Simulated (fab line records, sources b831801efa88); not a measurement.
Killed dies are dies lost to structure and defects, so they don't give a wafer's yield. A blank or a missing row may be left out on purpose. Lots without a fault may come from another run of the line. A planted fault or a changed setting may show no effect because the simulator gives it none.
Which tool did it? | flow sky130 | 14 lots, 42 wafers sampled, at 4 steps of a route of 708

WHAT THE GAUGES READ, wafer by wafer
SKY_CONTACT_THK_MEAS_01. Usual: CONTACT_CVD_00_THK 75.2 nm, standard deviation 1.
lot  | measured     | on            | CONTACT_CVD_00_THK (nm) | flag
L854 | day 30 13:11 | film_metro-01 | 75.1 75.6 75.0          |
L857 | day 31 05:21 | film_metro-01 | 74.6 76.0 76.3          |
L858 | day 31 15:11 | film_metro-03 | 73.7 75.9 76.1          |
L861 | day 32 23:09 | film_metro-02 | 75.5 75.4 74.7          |
L863 | day 33 20:31 | film_metro-03 | 73.7 75.0 75.0          |
L866 | day 34 22:50 | film_metro-02 | 76.6 76.2 77.5          |
L868 | day 35 19:51 | film_metro-02 | 73.6 74.3 76.0          |
L871 | day 36 11:28 | film_metro-02 | 75.7 75.2 76.8          |
L874 | day 36 21:49 | film_metro-01 | 75.9 75.3 76.1          |
L875 | day 37 01:45 | film_metro-02 | 74.0 75.7 75.6          |
L876 | day 37 12:01 | film_metro-01 | 73.9 75.5 75.2          |
L877 | day 37 19:12 | film_metro-03 | 75.3 75.9 76.8          |

WHICH TOOL RAN EACH LOT (tool, then ch and the chambers of the sampled wafers, then the start)
lot  | SKY_RES_XHIGH_STRIP_08               | SKY_LI_CONTACT_STRIP_16              | SKY_LOCAL_INTERCONNECT_PEB_09
L854 | plasma_asher-01 ch 0,1, day 26 20:11 | plasma_asher-01 ch 0,1, day 29 07:34 | litho_track-01 ch 0, day 30 11:00
L857 | plasma_asher-03 ch 0,1, day 27 12:38 | plasma_asher-01 ch 0,1, day 29 22:52 | litho_track-01 ch 0, day 31 03:00
L858 | plasma_asher-02 ch 0,1, day 27 22:14 | plasma_asher-02 ch 0,1, day 30 08:58 | litho_track-04 ch 0, day 31 13:00
L861 | plasma_asher-01 ch 0,1, day 29 08:17 | plasma_asher-04 ch 0,1, day 31 17:22 | litho_track-01 ch 0, day 32 21:00
L863 | plasma_asher-02 ch 0,1, day 30 06:59 | plasma_asher-04 ch 0,1, day 32 15:22 | litho_track-01 ch 0, day 33 19:00
L866 | plasma_asher-02 ch 0,1, day 31 09:05 | plasma_asher-01 ch 0,1, day 33 17:58 | litho_track-03 ch 0, day 34 21:00
L868 | plasma_asher-01 ch 0,1, day 32 07:36 | plasma_asher-04 ch 0,1, day 34 16:01 | litho_track-01 ch 0, day 35 18:00
L869 | plasma_asher-02 ch 0,1, day 32 10:36 | plasma_asher-01 ch 1, day 34 18:37   | litho_track-01, day 35 21:00
L870 | plasma_asher-02 ch 0,1, day 32 20:20 | plasma_asher-04 ch 0,1, day 35 03:46 | litho_track-01, day 36 05:00
L871 | plasma_asher-02 ch 1, day 32 23:56   | plasma_asher-01 ch 0,1, day 35 07:19 | litho_track-03 ch 0, day 36 10:00
L874 | plasma_asher-01 ch 0,1, day 33 12:10 | plasma_asher-02 ch 0,1, day 35 17:55 | litho_track-01 ch 0, day 36 20:00
L875 | plasma_asher-03 ch 0,1, day 33 14:47 | plasma_asher-02 ch 0,1, day 35 21:58 | litho_track-04 ch 0, day 37 00:00
L876 | plasma_asher-03 ch 1, day 34 01:17   | plasma_asher-02 ch 0,1, day 36 07:46 | litho_track-01 ch 0, day 37 10:00
L877 | plasma_asher-01 ch 0,1, day 34 08:31 | plasma_asher-01 ch 0,1, day 36 15:22 | litho_track-04 ch 0, day 37 17:00
- SKY_RES_XHIGH_STRIP_08: strips in O2/N2.
- SKY_LI_CONTACT_STRIP_16: strips in O2/N2.
- SKY_LOCAL_INTERCONNECT_PEB_09

WHAT THE TOOLS THEMSELVES READ (means of the sampled wafers that have a number; where no wafer has one, the mark that the record gives instead)
SKY_RES_XHIGH_STRIP_08. Usual: drypump_motor_current_A 5.59 A, standard deviation 0.19; n2_flow_sccm 300.0 sccm, standard deviation 0.82; oes_product_au 0.711 a.u., standard deviation 0.0045; strip_time_to_endpoint_s 14.24 s, standard deviation 0.037.
lot  | tool            | drypump_motor_current_A (A) | n2_flow_sccm (sccm) | oes_product_au (a.u.) | strip_time_to_endpoint_s (s) | flag
L854 | plasma_asher-01 | 5.46                        | 300.4               | 0.711                 | 14.23                        |
L857 | plasma_asher-03 | 5.95                        | 299.4               | 0.712                 | 14.19                        |
L858 | plasma_asher-02 | 5.56                        | 300.5               | 0.710                 | 14.26                        |
L861 | plasma_asher-01 | 5.45                        | 299.2               | 0.710                 | 14.27                        |
L863 | plasma_asher-02 | 5.57                        | 299.8               | 0.708                 | 14.21                        |
L866 | plasma_asher-02 | 5.55                        | 300.6               | 0.708                 | 14.23                        |
L868 | plasma_asher-01 | 5.45                        | 300.5               | 0.713                 | 14.24                        |
L869 | plasma_asher-02 | 5.56                        | 300.4               | 0.713                 | 14.25                        |
L870 | plasma_asher-02 | 5.57                        | 299.8               | 0.708                 | 14.24                        |
L871 | plasma_asher-02 | 5.49                        | 300.7               | 0.713                 | 14.26                        |
L874 | plasma_asher-01 | 5.44                        | 299.0               | 0.714                 | 14.20                        |
L875 | plasma_asher-03 | 5.95                        | 300.1               | 0.712                 | 14.21                        |
L876 | plasma_asher-03 | 5.91                        | 300.1               | 0.708                 | 14.30                        |
L877 | plasma_asher-01 | 5.44                        | 300.3               | 0.710                 | 14.25                        |

SKY_LI_CONTACT_STRIP_16. Usual: drypump_motor_current_A 5.42 A, standard deviation 0.18; n2_flow_sccm 300.0 sccm, standard deviation 0.97; oes_product_au 0.374 a.u., standard deviation 0.0047; strip_time_to_endpoint_s 3.47 s, standard deviation 0.038.
lot  | tool            | drypump_motor_current_A (A) | n2_flow_sccm (sccm) | oes_product_au (a.u.) | strip_time_to_endpoint_s (s) | flag
L854 | plasma_asher-01 | 5.44                        | 300.8               | 0.372                 | 3.45                         |
L857 | plasma_asher-01 | 5.44                        | 299.8               | 0.375                 | 3.53                         |
L858 | plasma_asher-02 | 5.59                        | 300.1               | 0.372                 | 3.48                         |
L861 | plasma_asher-04 | 5.20                        | 300.2               | 0.376                 | 3.43                         |
L863 | plasma_asher-04 | 5.11                        | 299.3               | 0.376                 | 3.49                         |
L866 | plasma_asher-01 | 5.45                        | 298.5               | 0.371                 | 3.45                         |
L868 | plasma_asher-04 | 5.12                        | 300.4               | 0.373                 | 3.45                         |
L869 | plasma_asher-01 | 5.47                        | 301.0               | 0.372                 | 3.44                         |
L870 | plasma_asher-04 | 5.22                        | 299.3               | 0.372                 | 3.45                         |
L871 | plasma_asher-01 | 5.47                        | 300.3               | 0.372                 | 3.49                         |
L874 | plasma_asher-02 | 5.53                        | 300.7               | 0.375                 | 3.49                         |
L875 | plasma_asher-02 | 5.53                        | 301.6               | 0.374                 | 3.42                         |
L876 | plasma_asher-02 | 5.53                        | 299.5               | 0.370                 | 3.45                         |
L877 | plasma_asher-01 | 5.46                        | 299.4               | 0.375                 | 3.47                         |

SKY_LOCAL_INTERCONNECT_PEB_09. Usual: exhaust_pa 45.1 Pa, standard deviation 0.99.
lot  | tool           | exhaust_pa (Pa) | flag
L854 | litho_track-01 | 45.6            |
L857 | litho_track-01 | 45.2            |
L858 | litho_track-04 | 44.7            |
L861 | litho_track-01 | 45.3            |
L863 | litho_track-01 | 45.5            |
L866 | litho_track-03 | 45.0            |
L868 | litho_track-01 | 43.8            |
L869 | litho_track-01 | -               | OFF
L870 | litho_track-01 | -               | OFF
L871 | litho_track-03 | 45.1            |
L874 | litho_track-01 | 45.4            |
L875 | litho_track-04 | 45.5            |
L876 | litho_track-01 | 43.2            |
L877 | litho_track-04 | 45.8            |

THE ANSWER, worked out from the rows above alone
Rule: a lot is off if the mean of its wafers that have a number lies more than 3 standard deviations from the usual mean. A lot without any number at a reading at which 4 lots or more have one is off too. The other lots that the step has rows for count as sound. The gauges are gone through in route order, then the tools' own readings, and for those a lot's mean is taken as printed above. The first step at which some lot is off is used, and at that step the reading that is off furthest; a lot without a number counts as furthest.
Off: L869, L870, at SKY_LOCAL_INTERCONNECT_PEB_09 (exhaust_pa). Without a number there: L869, L870.
A tool fits if, at that step or a process step before it, it ran every lot that is off, and no sound lot after the first of them. None of those tried fits.

WHAT THE SIMULATOR HAD PUT IN
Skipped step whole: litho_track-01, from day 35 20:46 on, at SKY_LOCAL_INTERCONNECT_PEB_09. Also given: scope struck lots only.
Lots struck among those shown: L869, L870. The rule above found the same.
